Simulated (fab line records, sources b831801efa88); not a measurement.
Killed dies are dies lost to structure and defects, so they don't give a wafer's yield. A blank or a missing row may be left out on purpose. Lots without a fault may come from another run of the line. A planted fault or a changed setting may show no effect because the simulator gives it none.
fab line records | flow sky130
record lots=4 wafers=12 last_day=50
route steps=708 shown SONOS_TUNNEL@160 SONOS_ONO@168 GATE_OXIDE@187 PAD_OPEN@708
lots that met no fault: from a run of the same line without faults
start_h: hours from the record's first day to the start of the lot's first wafer shown | wait_h: hours since the lot's step before | " the same as in the row above | L1.1+2: a row that stands for several wafers | - no value, or no start given | * or withheld: withheld | < > ~ a bound
route shown NAME@n: a module of which the file shows steps, and the number in the route of the first | usual: mean/standard deviation of fault-free wafers | same: alike in all rows | chamber/n: place in a boat | sites: the reading at each site | _std_site: their standard deviation | _edge_site: outer sites' mean less inner sites' | radius_mm: how far each site lies from the wafer's centre | mask NAME#n: copy n | behind: the tool/chamber that last shaped the wafer | hold: why the lot was held/for how many hours/how that ended | device: the transistor (n, p or np) that didn't switch | end of line: the same wafers' tests at the end of the route | a step without rows: its recipe alone | killed: dies lost to structure and defects at the first sort, not the wafer's yield | map: a wafer's dies, x killed, . not, _ none there
set.NAME: the setting as run; set.NAME@STEP: as run at that earlier step | model.NAME: the simulator's own value behind a step, which no gauge read
lots at some steps of the route; a table a step, a row a wafer
services: from which hour (start_h, from the record's first day; less than 0 if before it) a tool's chamber was out of use, for how many hours, and why
## steps
# step SKY_SONOS_TUNNEL_DEVELOP_06
# recipe resist=NOVOLAK developer=TMAH develop_time_s=60 dev_temp_c=23
# step SKY_SONOS_TUNNEL_IMPLANT_09
# recipe species=B energy_kev=20 dose_cm2=1e+12 tilt_deg=withheld
# step SKY_SONOS_TUNNEL_WET_ETCH_10
# recipe chemistry=dHF target_depth_nm=14 target=SiO2 dilution=100:1 temp_c=25 time_s=280
# step SKY_SONOS_TUNNEL_STRIP_11
# recipe chemistry=SPM time_s=600 temp_c=130
# step SKY_SONOS_TUNNEL_CLEAN_13
# recipe chemistry=dHF time_s=20 dilution=100:1 dry=ipa_marangoni
# step SKY_SONOS_ONO_OXIDATION_00
# recipe temp_c=800 ambient=O2 idle_temp_c=700 ramp_up_c_per_min=10 ramp_down_c_per_min=3 stabilise_s=600 purge_s=300 target_thk_a=26 ox_time_s=1249
# step SKY_SONOS_ONO_CVD_02
# recipe material=Si3N4 precursor=DCS/NH3 target_thk_nm=10.5 temp_c=770 time_s=180 pressure_mtorr=250
# step SKY_SONOS_ONO_CVD_04
# recipe material=SiO2 precursor=SiH4/N2O target_thk_nm=5.7199 temp_c=900 pressure_mtorr=400
# usual spike_tc_bottom_C=920.0/1.1 spike_tc_centre_C=899.9/1.3 spike_tc_lower_C=901.0/1.4 susceptor_temp_C=899.9/0.35 zone_power_bottom_pct=30.8/0.85 zone_power_centre_pct=18.5/0.45 zone_power_lower_pct=17.6/0.43
# columns lot.wafer tool chamber start_h wait_h spike_tc_bottom_C spike_tc_centre_C spike_tc_lower_C susceptor_temp_C zone_power_bottom_pct zone_power_centre_pct zone_power_lower_pct model.SiO2_of_SONOS_ONO_CVD_04.thk_nm
L165.1 lpcvd-03 1 260.64 0.1 920.5 898.5 899.1 900.2 31.0 18.4 17.5 5.738
L165.5 " 1 " " 921.0 897.9 902.1 900.1 31.6 18.1 17.7 5.787
L165.6 " 1 " " 921.7 898.7 902.3 900.3 31.3 18.2 18.2 5.836
L177.1 lpcvd-03 1 368.45 0.1 915.7 895.9 934.9 899.5 26.0 12.4 30.5 6.853
L177.3 " 1 " " 915.2 895.1 932.4 899.7 25.3 12.5 30.8 7.059
L177.5 " 1 " " 915.0 897.4 935.8 900.1 25.5 12.4 30.7 7.008
L178.2 lpcvd-03 1 369.70 0.2 914.6 896.8 934.0 900.3 26.2 12.5 30.8 6.537
L178.4 " 1 " " 915.5 895.7 934.3 899.8 25.8 12.6 30.9 6.101
L178.5 " 1 " " 916.1 895.7 934.2 900.0 25.4 12.5 30.6 5.99
L187.2 lpcvd-03 1 439.47 0.0 921.0 899.6 902.8 900.1 31.3 17.9 18.0 5.714
L187.3 " 1 " " 920.5 899.0 902.5 899.6 31.1 18.3 18.1 5.664
L187.4 " 1 " " 922.3 901.2 903.4 900.1 31.4 18.1 18.2 5.753
# step SKY_SONOS_ONO_THK_MEAS_05
# recipe reads=SiO2_of_SONOS_ONO_CVD_04
# usual SONOS_ONO_CVD_04_THK=5.76/0.092
# columns lot.wafer tool chamber start_h wait_h SONOS_ONO_CVD_04_THK[nm]
L165.1 film_metro-01 - 261.89 0.0 5.80
L165.5 " - " " 5.76
L165.6 " - " " 5.78
L177.1 film_metro-01 - 369.70 0.0 6.86
L177.3 " - " " 7.06
L177.5 " - " " 7.00
L178.2 film_metro-03 - 370.96 0.0 6.50
L178.4 " - " " 6.15
L178.5 " - " " 6.00
L187.2 film_metro-03 - 440.73 0.0 5.72
L187.3 " - " " 5.70
L187.4 " - " " 5.75
# step SKY_SONOS_ONO_DEHYDRATE_06
# recipe temp_c=200 time_s=60
# step SKY_SONOS_ONO_HMDS_07
# recipe prime_time_s=60 prime_temp_c=120
# step SKY_SONOS_ONO_COAT_08
# recipe resist=NOVOLAK spin_rpm=3000 resist_thk_nm=1140
# step SKY_SONOS_ONO_SOFTBAKE_09
# recipe temp_c=90 time_s=60 resist=NOVOLAK
# step SKY_SONOS_ONO_EXPOSE_10
# recipe mask_id=ONOM target_cd_nm=410 na=0.6 source_shape=conventional sigma_outer=0.6 dose_mj=150
# step SKY_SONOS_ONO_PEB_11
# recipe temp_c=withheld time_s=* resist=NOVOLAK
# step SKY_SONOS_ONO_DEVELOP_12
# recipe develop_time_s=60 dev_temp_c=23
# step SKY_SONOS_ONO_ETCH_15
# recipe target_depth_nm=19.52 chemistry=CHF3/O2 source_w=600 bias_w=200 pressure_mtorr=40 chf3_flow_sccm=50 O2_flow_sccm=5 time_s=7.8
# step SKY_SONOS_ONO_WET_ETCH_16
# recipe chemistry=dHF target_depth_nm=14 dry=n2_spin target=SiO2 dilution=100:1 temp_c=25 time_s=280
# step SKY_SONOS_ONO_STRIP_17
# recipe chemistry=O2/N2 power_w=1400 pressure_mtorr=1500 platen_temp_c=withheld o2_flow_sccm=3000 n2_flow_sccm=300 overash_fraction=0.5
# step SKY_SONOS_ONO_WET_ETCH_18
# recipe chemistry=H3PO4 target_depth_nm=15 target=Si3N4 temp_c=160 time_s=172
# step SKY_GATE_OXIDE_CLEAN_00
# recipe chemistry=SC1/SC2 mix=1:4:20 temp_c=70 time_s=150 dry=n2_spin
# step SKY_GATE_OXIDE_OXIDATION_01
# recipe temp_c=900 ambient=O2 stabilise_s=600 purge_s=300 target_thk_a=102.68 ox_time_s=1473
# step SKY_GATE_OXIDE_DEHYDRATE_03
# recipe temp_c=200 time_s=60
# step SKY_GATE_OXIDE_HMDS_04
# recipe prime_time_s=60 prime_temp_c=120
# step SKY_GATE_OXIDE_COAT_05
# recipe resist=NOVOLAK spin_rpm=3000 resist_thk_nm=1140
# step SKY_GATE_OXIDE_SOFTBAKE_06
# recipe temp_c=90 time_s=60 resist=NOVOLAK
# step SKY_GATE_OXIDE_EXPOSE_07
# recipe mask_id=LVOM na=0.6 source_shape=conventional sigma_outer=0.6 polarization=unpolarized target_cd_nm=600 dose_mj=170
# step SKY_GATE_OXIDE_PEB_08
# recipe temp_c=withheld time_s=* resist=NOVOLAK
# step SKY_GATE_OXIDE_DEVELOP_09
# recipe resist=NOVOLAK developer=TMAH develop_time_s=60 dev_temp_c=23
# step SKY_GATE_OXIDE_IMPLANT_11
# recipe species=B energy_kev=10 dose_cm2=2.6e+12 tilt_deg=withheld
# step SKY_GATE_OXIDE_WET_ETCH_12
# recipe chemistry=dHF target_depth_nm=16.8 dry=n2_spin target=SiO2 dilution=100:1 temp_c=25 time_s=336
# step SKY_GATE_OXIDE_STRIP_13
# recipe chemistry=O2/N2 power_w=1400 pressure_mtorr=1500 platen_temp_c=withheld o2_flow_sccm=3000 n2_flow_sccm=300 overash_fraction=0.5
# step SKY_GATE_OXIDE_CLEAN_15
# recipe chemistry=SC1/SC2 mix=1:4:20 temp_c=70 time_s=150 dry=n2_spin
# usual bath_guard_temp_C=70.1/0.47
# columns lot.wafer tool chamber start_h wait_h bath_guard_temp_C model.SiO2_of_SONOS_ONO_CVD_04.thk_nm
L165.1 wet_bench-02 0 316.33 0.1 70.1 4.217
L165.5 " 0 " " 70.4 4.273
L165.6 " 0 " " 70.0 4.323
L178.2 wet_bench-01 2 434.26 0.0 70.8 5.017
L178.4 " 2 " " 70.3 4.581
L178.5 " 2 " " 70.7 4.472
L177.1 wet_bench-01 0 434.68 0.1 70.3 5.328
L177.3 " 0 " " 70.3 5.534
L177.5 " 0 " " 70.7 5.482
L187.2 wet_bench-02 3 505.69 0.0 69.7 4.177
L187.3 " 3 " " 69.7 4.121
L187.4 " 3 " " 69.5 4.21
# step SKY_PAD_OPEN_PROBE_99
# usual killed_at_M0_to_M3=44/8.6 killed_at_M4_up=3.4/1.9 killed_at_contacts=23/5.7 killed_at_front_end=15/4.5 killed_at_other=0.4/0.62 killed_dies=86/11 killed_open=46/7.6 killed_short=39/6.3
# same gross_dies=492 killed_at_back_side=0
# columns lot.wafer tool chamber start_h wait_h killed_at_M0_to_M3 killed_at_M4_up killed_at_contacts killed_at_front_end killed_at_other killed_dies killed_open killed_short model.etest.sonos_erased.drive_ua_um model.etest.sonos_uncharged.r_on_ohm_um model.etest.sonos_programmed.off_log10_a_um model.etest.cap_ono.gate_log10_a_cm2 model.etest.cap_ono.gate_bv_v model.etest.cap_ono.tox_acc_nm model.etest.sonos_programmed.vt_v model.etest.sonos_erased.vt_v
L165.1 prober-01 - 1089.48 0.1 51 4 20 16 1 92 55 37 157 802.3 -13.97 -8.011 16.3 12.96 1.416 -2.159
L165.5 prober-01 - 1089.68 0.2 59 8 27 17 0 111 54 57 205.1 815.5 -13.95 -8.161 16.52 12.99 1.389 -2.208
L165.6 prober-01 - 1089.73 0.2 37 3 16 24 0 80 44 36 175.3 816 -13.99 -8.2 16.52 13.1 1.353 -2.156
L178.2 prober-01 - 1173.36 0.1 49 5 21 8 0 83 52 31 170 847.7 -13.87 -8.863 17.02 13.6 1.065 -1.952
L178.4 prober-01 - 1173.46 0.2 50 5 16 15 1 87 45 41 145.8 807.1 -13.81 -8.346 16.55 13.15 1.26 -2.125
L178.5 prober-01 - 1173.51 0.2 42 4 18 19 0 83 43 40 189.6 818.5 -14.13 -8.317 16.88 13.15 1.329 -2.172
L177.1 prober-02 - 1174.29 0.1 43 2 28 11 0 84 48 36 123.8 866 -12.39 -9.322 17.21 14 0.8159 -1.654
L177.3 prober-02 - 1174.39 0.2 47 2 42 8 0 99 56 43 127.8 868.6 -10.75 -9.549 17.7 14.18 0.6379 -1.578
L177.5 prober-02 - 1174.49 0.2 35 3 27 14 0 79 42 34 99.64 846.4 -10.78 -9.46 17.95 14.12 0.6727 -1.563
L187.2 prober-01 - 1202.02 0.1 26 7 31 14 0 78 44 33 164.8 823.2 -13.97 -8.027 16.24 12.95 1.419 -2.195
L187.3 prober-01 - 1202.07 0.2 45 4 32 28 0 109 52 56 179.1 805.2 -13.85 -7.826 16.48 12.77 1.524 -2.274
L187.4 prober-01 - 1202.12 0.2 50 4 36 13 0 103 58 44 182.6 808.5 -13.92 -7.953 16.23 12.9 1.478 -2.22
# killed by level:class
L165.1 VIA1:geometric_particle:open=14 VIA2:geometric_particle:open=9 LI_CONTACT:geometric_particle:open=8 METAL2:geometric_particle:short=8 VIA3:geometric_particle:open=5 POLY_GATE:geometric_particle:open=4 CONTACT:geometric_particle:short=4 CONTACT:geometric_particle:open=4
L165.5 VIA1:geometric_particle:open=14 CONTACT:geometric_particle:open=10 VIA1:geometric_particle:short=10 LOCAL_INTERCONNECT:geometric_particle:short=7 VIA2:geometric_particle:open=7 VIA3:geometric_particle:open=7 METAL4:geometric_particle:short=7 POLY_GATE:geometric_particle:short=6
L165.6 VIA1:geometric_particle:open=10 POLY_GATE:geometric_particle:open=8 LI_CONTACT:geometric_particle:open=5 METAL1:geometric_particle:short=5 VIA1:geometric_particle:short=5 VIA3:geometric_particle:open=4 LOCAL_INTERCONNECT:geometric_particle:short=4 CONTACT:geometric_particle:open=4
L178.2 CONTACT:geometric_particle:open=11 VIA2:geometric_particle:open=10 VIA3:geometric_particle:open=9 VIA1:geometric_particle:open=9 METAL1:geometric_particle:short=6 VIA1:geometric_particle:short=6 LI_CONTACT:geometric_particle:open=5 METAL4:geometric_particle:short=4
L178.4 VIA1:geometric_particle:open=14 CONTACT:geometric_particle:short=7 VIA1:geometric_particle:short=6 VIA2:geometric_particle:open=6 FIELD_ISO:geometric_particle:open=5 VIA2:geometric_particle:short=5 METAL4:geometric_particle:short=5 METAL2:geometric_particle:short=4
L178.5 FIELD_ISO:geometric_particle:open=9 VIA2:geometric_particle:open=8 METAL3:geometric_particle:short=8 VIA1:geometric_particle:open=7 FIELD_ISO:geometric_particle:short=6 CONTACT:geometric_particle:open=6 VIA1:geometric_particle:short=6 CONTACT:geometric_particle:short=5
L177.1 VIA3:geometric_particle:open=13 VIA2:geometric_particle:open=10 CONTACT:geometric_particle:short=8 CONTACT:geometric_particle:open=7 LI_CONTACT:geometric_particle:open=6 METAL2:geometric_particle:short=4 LOCAL_INTERCONNECT:geometric_particle:short=4 VIA1:geometric_particle:open=4
L177.3 VIA1:geometric_particle:open=11 CONTACT:geometric_particle:open=10 VIA2:geometric_particle:open=10 LI_CONTACT:geometric_particle:short=9 VIA3:geometric_particle:open=8 CONTACT:geometric_particle:short=7 METAL2:geometric_particle:short=7 LOCAL_INTERCONNECT:geometric_particle:short=6
L177.5 CONTACT:geometric_particle:open=10 VIA3:geometric_particle:open=8 POLY_GATE:geometric_particle:short=5 LI_CONTACT:geometric_particle:short=5 LI_CONTACT:geometric_particle:open=5 VIA2:geometric_particle:open=5 VIA1:geometric_particle:open=5 POLY_GATE:geometric_particle:open=4
L187.2 CONTACT:geometric_particle:open=11 LI_CONTACT:geometric_particle:open=10 VIA1:geometric_particle:open=9 METAL4:geometric_particle:short=6 LOCAL_INTERCONNECT:geometric_particle:short=5 CONTACT:geometric_particle:short=5 FIELD_ISO:geometric_particle:open=4 FIELD_ISO:geometric_particle:short=4
L187.3 VIA1:geometric_particle:open=10 LI_CONTACT:geometric_particle:open=9 CONTACT:geometric_particle:open=9 POLY_GATE:geometric_particle:short=8 VIA2:geometric_particle:open=6 FIELD_ISO:geometric_particle:short=5 POLY_GATE:geometric_particle:open=5 LOCAL_INTERCONNECT:geometric_particle:short=5
L187.4 LI_CONTACT:geometric_particle:open=14 VIA1:geometric_particle:open=9 VIA3:geometric_particle:open=9 CONTACT:geometric_particle:open=8 METAL1:geometric_particle:short=7 VIA2:geometric_particle:open=7 LOCAL_INTERCONNECT:geometric_particle:short=5 CONTACT:geometric_particle:short=5
## services
# columns tool chamber start_h hours kind
wet_bench-01 - 259.87 7.5 repair
lpcvd-03 - 288.69 0.8 repair
wet_bench-01 - 494.19 7.4 repair
## key
first_sign step=SKY_SONOS_ONO_CVD_04 reading=zone_power_lower_pct direction=up sigmas=30 usual=17.6 struck=30.7
effect step=SKY_SONOS_ONO_CVD_04 reading=spike_tc_lower_C direction=up sigmas=23 usual=901.0 struck=934.3
effect step=SKY_SONOS_ONO_THK_MEAS_05 reading=SONOS_ONO_CVD_04_THK direction=up sigmas=9.1 usual=5.76 struck=6.59
model_effect step=SKY_SONOS_ONO_CVD_04 value=SiO2_of_SONOS_ONO_CVD_04.thk_nm without=5.68 struck=6.591
model_effect step=SKY_GATE_OXIDE_CLEAN_15 value=SiO2_of_SONOS_ONO_CVD_04.thk_nm without=4.158 struck=5.069
model_effect step=SKY_PAD_OPEN_PROBE_99 value=etest.sonos_erased.drive_ua_um without=197.1 struck=142.8
met_at SKY_SONOS_ONO_CVD_04
struck_wafers L177.1,L177.3,L177.5,L178.2,L178.4,L178.5
tester_left_out L177,L178
onset_between 260.64 368.45
fault kind=process_parameter_drift tool=lpcvd-03 chamber=1 onset_h=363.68 steps=SKY_SONOS_ONO_CVD_04 channel=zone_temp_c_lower offset=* shape=step end_h=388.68
# tester_left_out: of these lots the tester's yield and bins aren't shown, on N5 and GAA mostly nor the transistor test; their killed dies are dies lost to structure and defects alone, not to doping, threshold or leakage, so they don't give the yield
